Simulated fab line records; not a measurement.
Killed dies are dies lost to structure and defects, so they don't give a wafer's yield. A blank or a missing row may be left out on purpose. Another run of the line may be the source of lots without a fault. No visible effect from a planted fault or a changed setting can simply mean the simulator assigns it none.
Which tool is to blame? -- flow sky130 -- 14 lots, 42 wafers sampled, at 1 step of a route of 708

## WHAT EACH GAUGE READ, for each wafer
The record lacks any reading of a measuring or inspecting step that a usual standard deviation could be used to judge.

## TOOL THAT RAN EACH LOT (tool first, then ch and the chambers of the sampled wafers, then the start)
lot,SKY_VT_ADJUST_PCH_STRIP_09
L682,"plasma_asher-02 ch 0,1, day 10 06:55"
L683,"plasma_asher-04 ch 0,1, day 10 17:52"
L685,"plasma_asher-03 ch 1, day 11 07:35"
L686,"plasma_asher-02 ch 0,1, day 11 16:40"
L688,"plasma_asher-03 ch 0,1, day 12 09:13"
L696,"plasma_asher-04 ch 0,1, day 15 00:09"
L697,"plasma_asher-04 ch 0,1, day 15 10:55"
L698,"plasma_asher-03 ch 0,1, day 15 17:31"
L699,"plasma_asher-03 ch 0,1, day 15 22:05"
L700,"plasma_asher-03 ch 0,1, day 16 07:03"
L701,"plasma_asher-03 ch 0,1, day 17 00:04"
L702,"plasma_asher-03 ch 0,1, day 17 06:18"
L703,"plasma_asher-02 ch 0,1, day 17 09:55"
L704,"plasma_asher-03 ch 0,1, day 17 16:26"
- SKY_VT_ADJUST_PCH_STRIP_09: strips in O2/N2.

## WHAT THE TOOLS THEMSELVES READ (means of the sampled wafers that have a number; where no wafer has one, the mark that the record gives instead)
SKY_VT_ADJUST_PCH_STRIP_09.
lot,tool,drypump_motor_current_A (A),oes_product_au (a.u.),strip_time_to_endpoint_s (s)
L682,plasma_asher-02,5.65,0.721,36.99
L683,plasma_asher-04,6.15,0.722,36.88
L685,plasma_asher-03,6.01,0.726,36.98
L686,plasma_asher-02,5.66,0.725,36.83
L688,plasma_asher-03,6.28,0.724,36.86
L696,plasma_asher-04,6.14,0.713,37.44
L697,plasma_asher-04,6.15,0.716,37.87
L698,plasma_asher-03,6.30,0.720,36.69
L699,plasma_asher-03,6.15,0.727,36.83
L700,plasma_asher-03,6.29,0.720,36.89
L701,plasma_asher-03,6.30,0.722,36.86
L702,plasma_asher-03,6.16,0.721,36.79
L703,plasma_asher-02,5.70,0.725,36.78
L704,plasma_asher-03,6.13,0.727,36.83

## THE ANSWER, worked out from the rows above alone
Rule: the lots themselves supply what counts as usual. Put in order of their means at a reading, lots are off if they are a third of the lots or fewer, leave a main group of 4 or more, and stand apart from it by a gap of 3 or more times the standard deviation of the main group's means; of several such gaps the widest counts. A main group is skipped when, at the precision printed for the reading in the tables above, its means are all equal. A lot without any number at a reading at which 4 lots or more have one is off too. Where the step has rows for the other lots, those lots are counted as sound. First the gauges in route order, then the tools' own readings, where a lot's mean is used as printed above. The first step at which some lot is off is used, and at that step the reading that is off furthest; a lot without a number counts as furthest.
Off: L696, L697, at SKY_VT_ADJUST_PCH_STRIP_09 (strip_time_to_endpoint_s). Mean 36.85 s and standard deviation 0.079 in the main group.
A tool fits if, at that step or a process step before it, it ran every lot that is off, and no sound lot after the first of them. One fits: plasma_asher-04 at SKY_VT_ADJUST_PCH_STRIP_09. A fault onset in the window from L683 (day 10 17:52, its last sound lot) to L696 (day 15 00:09, its first lot off) fits.
On the lots that are off, the tool's own readings at SKY_VT_ADJUST_PCH_STRIP_09 differ by more than 5 times the standard deviation of the sound lots' means, which bears it out; strip_time_to_endpoint_s reads 37.66 s there versus 36.85 s on the sound lots.

## WHAT WAS PUT IN BY THE SIMULATOR
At SKY_VT_ADJUST_PCH_STRIP_09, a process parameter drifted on plasma_asher-04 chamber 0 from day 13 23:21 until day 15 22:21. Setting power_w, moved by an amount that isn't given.
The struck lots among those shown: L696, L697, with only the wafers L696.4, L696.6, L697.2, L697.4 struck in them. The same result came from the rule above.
